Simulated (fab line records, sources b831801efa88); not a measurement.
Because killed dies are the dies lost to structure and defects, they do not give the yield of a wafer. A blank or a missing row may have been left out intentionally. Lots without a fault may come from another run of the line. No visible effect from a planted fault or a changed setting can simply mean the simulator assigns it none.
Split-lot experiment :: flow sky130 :: 23 wafers read across 5 lots, on a route 708 steps long

## ABOUT THE SPLIT
At SKY_VT_ADJUST_NCORE_IMPLANT_09, the setting energy kev was moved away from the recipe's 10 on 6 of the 23 wafers read, by -2.8% to +4.6%. The other wafers ran this setting at the recipe's value.

The reading is taken at the split's own step.

## THE READING
The simulator's own value implant.drp nm, read by no gauge, in nm at SKY_VT_ADJUST_NCORE_IMPLANT_09. The file does not state a usual value for it.

wafer: L075.1
tool, chamber at the split: implanter-04, 0
energy kev as run: 10.46
against the recipe: +4.6%
implant.drp nm, nm: 17.66
against lot-mates on the recipe: +0.55

wafer: L075.2
tool, chamber at the split: implanter-04, 0
energy kev as run: 10.46
against the recipe: +4.6%
implant.drp nm, nm: 17.66
against lot-mates on the recipe: +0.55

wafer: L075.4
tool, chamber at the split: implanter-04, 0
energy kev as run: 10.46
against the recipe: +4.6%
implant.drp nm, nm: 17.66
against lot-mates on the recipe: +0.55

wafer: L075.3
tool, chamber at the split: implanter-04, 0
energy kev as run: 10
against the recipe: recipe
implant.drp nm, nm: 17.11
against lot-mates on the recipe: -

wafer: L075.5
tool, chamber at the split: implanter-04, 0
energy kev as run: 10
against the recipe: recipe
implant.drp nm, nm: 17.11
against lot-mates on the recipe: -

wafer: L078.2
tool, chamber at the split: implanter-04, 0
energy kev as run: 10
against the recipe: recipe
implant.drp nm, nm: 17.11
against lot-mates on the recipe: -

wafer: L078.3
tool, chamber at the split: implanter-04, 0
energy kev as run: 10
against the recipe: recipe
implant.drp nm, nm: 17.11
against lot-mates on the recipe: -

wafer: L078.4
tool, chamber at the split: implanter-04, 0
energy kev as run: 10
against the recipe: recipe
implant.drp nm, nm: 17.11
against lot-mates on the recipe: -

wafer: L078.5
tool, chamber at the split: implanter-04, 0
energy kev as run: 10
against the recipe: recipe
implant.drp nm, nm: 17.11
against lot-mates on the recipe: -

wafer: L078.6
tool, chamber at the split: implanter-04, 0
energy kev as run: 10
against the recipe: recipe
implant.drp nm, nm: 17.11
against lot-mates on the recipe: -

wafer: L079.2
tool, chamber at the split: implanter-03, 0
energy kev as run: 9.719
against the recipe: -2.8%
implant.drp nm, nm: 16.78
against lot-mates on the recipe: -0.33

wafer: L079.4
tool, chamber at the split: implanter-03, 0
energy kev as run: 9.719
against the recipe: -2.8%
implant.drp nm, nm: 16.78
against lot-mates on the recipe: -0.33

wafer: L079.5
tool, chamber at the split: implanter-03, 0
energy kev as run: 9.719
against the recipe: -2.8%
implant.drp nm, nm: 16.78
against lot-mates on the recipe: -0.33

wafer: L079.3
tool, chamber at the split: implanter-03, 0
energy kev as run: 10
against the recipe: recipe
implant.drp nm, nm: 17.11
against lot-mates on the recipe: -

wafer: L079.6
tool, chamber at the split: implanter-03, 0
energy kev as run: 10
against the recipe: recipe
implant.drp nm, nm: 17.11
against lot-mates on the recipe: -

wafer: L080.2
tool, chamber at the split: implanter-04, 0
energy kev as run: 10
against the recipe: recipe
implant.drp nm, nm: 17.11
against lot-mates on the recipe: -

wafer: L080.3
tool, chamber at the split: implanter-04, 0
energy kev as run: 10
against the recipe: recipe
implant.drp nm, nm: 17.11
against lot-mates on the recipe: -

wafer: L080.4
tool, chamber at the split: implanter-04, 0
energy kev as run: 10
against the recipe: recipe
implant.drp nm, nm: 17.11
against lot-mates on the recipe: -

wafer: L080.5
tool, chamber at the split: implanter-04, 0
energy kev as run: 10
against the recipe: recipe
implant.drp nm, nm: 17.11
against lot-mates on the recipe: -

wafer: L080.6
tool, chamber at the split: implanter-04, 0
energy kev as run: 10
against the recipe: recipe
implant.drp nm, nm: 17.11
against lot-mates on the recipe: -

wafer: L084.1
tool, chamber at the split: implanter-02, 0
energy kev as run: 10
against the recipe: recipe
implant.drp nm, nm: 17.11
against lot-mates on the recipe: -

wafer: L084.3
tool, chamber at the split: implanter-02, 0
energy kev as run: 10
against the recipe: recipe
implant.drp nm, nm: 17.11
against lot-mates on the recipe: -

wafer: L084.6
tool, chamber at the split: implanter-02, 0
energy kev as run: 10
against the recipe: recipe
implant.drp nm, nm: 17.11
against lot-mates on the recipe: -

FIT RESULTS
A straight line over all 23 wafers: implant.drp nm changes by +0.119 nm for each +1% of energy kev; r = +1.00; the points scatter about the line by 0.0017 nm.
The same after taking each lot's own level away (the mean of its wafers on the recipe; 23 wafers): +0.119 nm for each +1%; r = +1.00; scatter 0.0017 nm.
According to that fit, moving energy kev by its largest amount changes the reading by 0.55 nm.
The lots' own levels span 17.110 to 17.110 nm.
Hence the lot-to-lot level has little effect on the slope; both slopes agree.
Check: for one of the wafers moved furthest among these (+4.6%), held out of the fit, the line's prediction against its lot-mates is +0.547 nm. Against them it came out at +0.55 nm.

## OTHER SPLITS APPLIED TO THESE WAFERS
These wafers also went through other splits before the reading. Each is held against what the fit with the lots' levels taken away leaves over:
other split on the same wafers: SKY_FIELD_ISO_EXPOSE_10 dose mj
wafers away from the commonest value: 8
r with implant.drp nm (lot level and that fit taken away): -0.32

other split on the same wafers: SKY_NWELL_OXIDATION_01 ox time s
wafers away from the commonest value: 18
r with implant.drp nm (lot level and that fit taken away): -0.43

other split on the same wafers: SKY_PWDE_COAT_02 resist thk nm
wafers away from the commonest value: 10
r with implant.drp nm (lot level and that fit taken away): -0.40

other split on the same wafers: SKY_PWDE_DEVELOP_06 dev temp c
wafers away from the commonest value: 8
r with implant.drp nm (lot level and that fit taken away): +0.04

other split on the same wafers: SKY_VT_ADJUST_LVTN_COAT_13 resist thk nm
wafers away from the commonest value: 6
r with implant.drp nm (lot level and that fit taken away): +0.47

other split on the same wafers: SKY_VT_ADJUST_LVTN_EXPOSE_15 dose mj
wafers away from the commonest value: 8
r with implant.drp nm (lot level and that fit taken away): -0.20

other split on the same wafers: SKY_VT_ADJUST_NCORE_DEVELOP_06 develop time s
wafers away from the commonest value: 6
r with implant.drp nm (lot level and that fit taken away): +0.22

## THE WHOLE CHAIN: every reading that the file lists as answering this split, in the file's order
step: SKY_VT_ADJUST_NCORE_IMPLANT_09
what it does: 
reading: implant.rp nm (the simulator's own value, which no gauge read)
change (the file's fit): +0.306 nm for each +1% of the setting
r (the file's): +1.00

step: SKY_VT_ADJUST_NCORE_IMPLANT_09
what it does: 
reading: implant.drp nm (the simulator's own value, which no gauge read)
change (the file's fit): +0.119 nm for each +1% of the setting
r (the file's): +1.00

## THE FILE'S OWN FIT
implant.drp nm changes by +0.119 nm for each +1% of energy kev, r = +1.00.
